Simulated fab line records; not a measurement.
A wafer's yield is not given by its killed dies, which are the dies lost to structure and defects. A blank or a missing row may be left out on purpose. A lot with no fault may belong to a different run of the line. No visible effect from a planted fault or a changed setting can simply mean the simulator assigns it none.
Which tool was responsible? :: flow sky130 :: 7 lots with 21 wafers sampled at 4 steps, on a route of 708 steps

WHAT THE GAUGES SHOWED, per wafer
SKY_VIA2_RS_MEAS_22: measurement is done with a four-point probe.
lot: L722
measured: day 36 16:19
on: film metro-03
VIA2_W_RS (ohm/sq): 0.2729 0.2744 0.2715

lot: L724
measured: day 37 11:29
on: film metro-04
VIA2_W_RS (ohm/sq): 0.2772 0.2769 0.2735

lot: L728
measured: day 38 07:02
on: film metro-02
VIA2_W_RS (ohm/sq): 0.2718 0.2739 0.2743

lot: L731
measured: day 39 10:02
on: film metro-02
VIA2_W_RS (ohm/sq): 0.2750 0.2707 0.2734

lot: L739
measured: day 41 19:48
on: film metro-04
VIA2_W_RS (ohm/sq): 0.2736 0.2739 0.2759

lot: L742
measured: day 42 17:32
on: film metro-02
VIA2_W_RS (ohm/sq): 0.2718 0.2738 0.2742

lot: L744
measured: day 42 22:50
on: film metro-04
VIA2_W_RS (ohm/sq): 0.2741 0.2678 0.2743

WHAT TOOL EACH LOT RAN ON (gives the tool, then ch and the chambers of the sampled wafers, and finally the start)
lot: L722
SKY_VT_ADJUST_HVTR_EXPOSE_04: iline stepper-01 ch 0, day 9 09:16
SKY_METAL2_ETCH_18: rie metal-04 ch 0,1, day 35 12:22
SKY_VIA2_SPUTTER_20: pvd sputter-02, day 36 16:05

lot: L724
SKY_VT_ADJUST_HVTR_EXPOSE_04: iline stepper-02 ch 0, day 10 01:20
SKY_METAL2_ETCH_18: rie metal-02 ch 0,1, day 36 07:05
SKY_VIA2_SPUTTER_20: pvd sputter-02, day 37 11:17

lot: L728
SKY_VT_ADJUST_HVTR_EXPOSE_04: iline stepper-02 ch 0, day 10 23:08
SKY_METAL2_ETCH_18: rie metal-04 ch 0,1, day 37 03:28
SKY_VIA2_SPUTTER_20: pvd sputter-04, day 38 06:50

lot: L731
SKY_VT_ADJUST_HVTR_EXPOSE_04: iline stepper-02 ch 0, day 11 21:45
SKY_METAL2_ETCH_18: rie metal-04 ch 0,1, day 38 05:44
SKY_VIA2_SPUTTER_20: pvd sputter-02, day 39 09:50

lot: L739
SKY_VT_ADJUST_HVTR_EXPOSE_04: iline stepper-01 ch 0, day 14 08:39
SKY_METAL2_ETCH_18: rie metal-02 ch 0,1, day 40 17:40
SKY_VIA2_SPUTTER_20: pvd sputter-04, day 41 19:35

lot: L742
SKY_VT_ADJUST_HVTR_EXPOSE_04: iline stepper-02, day 15 13:28
SKY_METAL2_ETCH_18: rie metal-04 ch 0,1, day 41 15:41
SKY_VIA2_SPUTTER_20: pvd sputter-01, day 42 17:21

lot: L744
SKY_VT_ADJUST_HVTR_EXPOSE_04: iline stepper-02 ch 0, day 15 18:16
SKY_METAL2_ETCH_18: rie metal-02 ch 0,1, day 41 20:40
SKY_VIA2_SPUTTER_20: pvd sputter-04, day 42 22:37
- SKY_VT_ADJUST_HVTR_EXPOSE_04: exposes mask HVTRM, target cd 380 nm.
- SKY_METAL2_ETCH_18: etches BARC in N2/H2, stops on SiO2, time 45.9 s, target depth 60 nm.
- SKY_VIA2_SPUTTER_20: material TiN, target thk 20 nm, time 80 s.

THE ANSWER, worked out from the rows above alone
Rule: usual is defined by the lots themselves. The widest of any qualifying gaps counts: lots, ordered by their means at a reading, are off when they make up no more than a third of the lots, leave a main group of 4 or more, and stand apart from it by 3 or more times the standard deviation of that group's means. The tables above print the reading to a certain number of digits; a main group whose means all agree to those digits is not used. Also off: a lot with no number at a reading for which 4 or more lots have one. The other lots that the step has rows for count as sound.
No lot is off at any reading shown: from this, nothing can be told.

WHAT WAS PUT IN BY THE SIMULATOR
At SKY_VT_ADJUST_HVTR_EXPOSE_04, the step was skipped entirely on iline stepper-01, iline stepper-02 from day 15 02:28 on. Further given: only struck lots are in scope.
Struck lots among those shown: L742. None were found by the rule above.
